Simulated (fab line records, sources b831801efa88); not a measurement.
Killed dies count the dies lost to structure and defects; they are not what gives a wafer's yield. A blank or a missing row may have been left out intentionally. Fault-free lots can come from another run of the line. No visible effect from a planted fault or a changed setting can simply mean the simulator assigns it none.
Comparing a struck lot with a sound one ; flow gf180mcu ; 19 steps out of a route of 602
Sound: the wafers L849.2, L849.3, L849.5. The struck wafers were L864.1, L864.2, L864.5. The cause is named last.
Per side, at each step with rows, come the tool, then ch with its chambers, and then its first start. Under that, the readings that differ: sound wafers ; struck wafers ; difference of the means ; sigmas: that difference in standard deviations of wafers without a fault.
alike: readings whose means differ by less than 2 such deviations, and words and numbers that are the same on both sides. not compared: withheld readings, readings that some wafer has no value for, bounds like >300 that may hide the same value, and numbers for which the record gives no deviation and whose values overlap.
The two part at a step that has a row with sigmas, a row that says differs or no value, or rows on one side only. Non-overlapping numbers with no deviation appear without sigmas and do not part them. A reading missing from all wafers of one side parts the sides only when that side holds two or more wafers.

GF_M1_SPUTTER_00: material Ti, target thk 37.5 nm, time 150 s.
  sound on pvd-sputter-01, day 16 11:37; struck on pvd-sputter-04, day 22 01:52
  alike: cathode-dc-power-W, chamber-pressure-pa, throttle-valve-pct
GF_M1_SPUTTER_01: material TiN, target thk 30 nm, time 25 s.
  sound on pvd-sputter-01, day 16 11:43; struck on pvd-sputter-04, day 22 01:58
  alike: cathode-dc-power-W, chamber-pressure-pa, throttle-valve-pct
GF_M1_SPUTTER_02: material AlCu, target thk 450 nm, time 23.9 s.
  sound on pvd-sputter-01, day 16 11:44; struck on pvd-sputter-04, day 22 01:59
  alike: cathode-dc-power-W, chamber-pressure-pa, throttle-valve-pct
then, 1 step without rows for these wafers: GF_M1_SPUTTER_03 (material Ti, target thk 10 nm, time 6.7 s).
GF_M1_SPUTTER_04: material TiN, target thk 50 nm, time 41.7 s.
  sound on pvd-sputter-01, day 16 11:47; struck on pvd-sputter-04, day 22 02:02
  alike: cathode-dc-power-W, chamber-pressure-pa, throttle-valve-pct
GF_M1_RS_MEAS_05: measures by four-point-probe.
  sound on film-metro-02, day 16 11:51; struck on film-metro-04, day 22 02:05
  alike: M1_ALCU_RS
GF_M1_THK_MEAS_06: measures by xrf.
  sound on film-metro-02, day 16 11:58; struck on film-metro-04, day 22 02:12
  alike: M1_ALCU_THK
then, 5 steps without rows for these wafers: GF_M1_DEHYDRATE_07 (time 60 s); GF_M1_HMDS_08 (prime time 60 s); GF_M1_COAT_09 (resist thk 1000 nm); GF_M1_SOFTBAKE_10 (time 60 s); GF_M1_EXPOSE_11 (exposes mask Metal1, target cd 230 nm).
GF_M1_PEB_12: peb time 90 s.
  sound on litho-track-02 ch 0, day 17 10:01; struck on litho-track-03 ch 0, day 23 00:20
reading;sound;struck;difference;sigmas
heater-power-total-W (W);85.71 85.76 85.71;92.10 92.27 92.08;+6.42;+76
plate-temp-C (C);135.04 135.01 134.87;142.66 142.64 142.71;+7.70;+55
GF_M1_DEVELOP_13: develop time 62.26 s.
  sound on litho-track-02 ch 0, day 17 10:13; struck on litho-track-03 ch 0, day 23 00:32
reading;sound;struck;difference;sigmas
model.M1.cd-nm (nm);231.9 231.2 232.3;213.5 213.2 214.5;-18.1;
GF_M1_CD_MEAS_14: the cd target is 230 nm.
  sound on cd-sem-02, day 17 10:21; struck on cd-sem-01, day 23 00:58
reading;sound;struck;difference;sigmas
cd-nm (nm);232.2 230.8 232.2;213.3 213.2 214.5;-18.1;-14
  not compared: hold
GF_M1_OVL_MEAS_15:
  sound on overlay-02, day 17 10:28; struck on overlay-01, day 23 05:28
reading;sound;struck;difference;sigmas
hold;- - -;await-dispo/4.4h/release await-dispo/4.4h/release await-dispo/4.4h/release;no value on the sound wafers;
  alike: M1_OVL
GF_M1_METAL_ETCH_16: etches the open film in Cl2/BCl3, stops on SiO2, target depth 750.8 nm, time 125.1 s.
  sound on rie-metal-03 ch 0,1, day 17 10:29; struck on rie-metal-04 ch 0,1, day 23 05:31
reading;sound;struck;difference;sigmas
model.M1.cd-nm (nm);233.8 232 239.6;210.7 217.8 218.5;-19.5;
  alike: bcl3-flow-sccm, bias-w, drypump-motor-current-A, oes-product-au, throttle-valve-pct
  not compared: rf-hours-counter-h
GF_M1_STRIP_17: strips in O2/N2.
  sound on plasma-asher-04 ch 0,1, day 17 10:37; struck on plasma-asher-02 ch 0,1, day 23 05:38
reading;sound;struck;difference;sigmas
drypump-motor-current-A (A);5.91 6.08 6.08;5.78 5.56 5.56;-0.39;-2
  alike: heater-power-w, oes-product-au, strip-time-to-endpoint-s
  not compared: rf-hours-counter-h
-- the record jumps here: 10 days lie between the struck wafers' starts before and after (it left off in module M1 and takes up again in module PASSIVATION, whose first step shown is number 602 of the route) --
GF_PASSIVATION_PROBE_99:
  the record has rows for the struck wafers here (prober-02, day 33 14:10) and none for the sound ones

WHERE THEY PART
Earliest at GF_M1_PEB_12; latest, in this record, at GF_PASSIVATION_PROBE_99.

WHY: the cause the simulator had injected
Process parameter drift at GF_M1_PEB_12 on litho-track-03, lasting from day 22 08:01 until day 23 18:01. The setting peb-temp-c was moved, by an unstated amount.
